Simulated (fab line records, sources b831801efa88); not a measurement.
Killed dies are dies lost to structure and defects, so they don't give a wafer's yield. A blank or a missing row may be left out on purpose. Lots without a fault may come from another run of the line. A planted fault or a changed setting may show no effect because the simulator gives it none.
Which tool did it? | flow gf180mcu | 15 lots, 42 wafers sampled, at 1 step of a route of 602

WHAT THE GAUGES READ, wafer by wafer
GF_HV_LDD_OVL_MEAS_20.
lot  | measured     | on         | HV_LDD_01_OVL (nm)
L807 | day 11 01:17 | overlay-01 | -2.0 -2.0 -1.1
L809 | day 11 10:27 | overlay-01 | -0.4 1.0 -1.7
L811 | day 11 22:36 | overlay-01 | -3.8 -3.7 -2.0
L810 | day 12 02:41 | overlay-01 | -2.8 -3.6 -3.8
L813 | day 12 16:29 | overlay-01 | -0.6 -1.1 -5.4
L814 | day 13 07:21 | overlay-02 | 1.1 -0.3 0.9
L815 | day 13 11:04 | overlay-02 | -3.1 -1.0 -1.7
L817 | day 14 00:35 | overlay-01 | -2.7 -3.0 -3.2
L818 | day 14 15:31 | overlay-02 | 1.4 0.8 1.8
L825 | day 16 11:20 | overlay-02 | 0.2 2.2
L824 | day 16 15:22 | overlay-02 | -0.5 -0.1
L826 | day 16 19:18 | overlay-02 | 1.3 0.1
L828 | day 17 11:07 | overlay-02 | -0.6 -0.7 -0.1
L829 | day 17 16:37 | overlay-01 | -0.8 0.4 2.6
L830 | day 17 20:04 | overlay-01 | -2.2 -2.2 -2.2

WHICH TOOL RAN EACH LOT (tool, then ch and the chambers of the sampled wafers, then the start)
The record holds no process step before these readings.

WHAT THE TOOLS THEMSELVES READ (means of the sampled wafers that have a number; where no wafer has one, the mark that the record gives instead)
The record holds no such reading with a usual standard deviation.

THE ANSWER, worked out from the rows above alone
Rule: what is usual is taken from the lots themselves. Put in order of their means at a reading, lots are off if they are a third of the lots or fewer, leave a main group of 4 or more, and stand apart from it by a gap of 3 or more times the standard deviation of the main group's means; of several such gaps the widest counts. A main group whose means are all the same, to the digits that the tables above print for the reading, isn't used. A lot without any number at a reading at which 4 lots or more have one is off too. The other lots that the step has rows for count as sound. The gauges are gone through in route order, then the tools' own readings, and for those a lot's mean is taken as printed above. The first step at which some lot is off is used, and at that step the reading that is off furthest; a lot without a number counts as furthest.
No lot is off at any reading shown: from this, nothing can be told.

WHAT THE SIMULATOR HAD PUT IN
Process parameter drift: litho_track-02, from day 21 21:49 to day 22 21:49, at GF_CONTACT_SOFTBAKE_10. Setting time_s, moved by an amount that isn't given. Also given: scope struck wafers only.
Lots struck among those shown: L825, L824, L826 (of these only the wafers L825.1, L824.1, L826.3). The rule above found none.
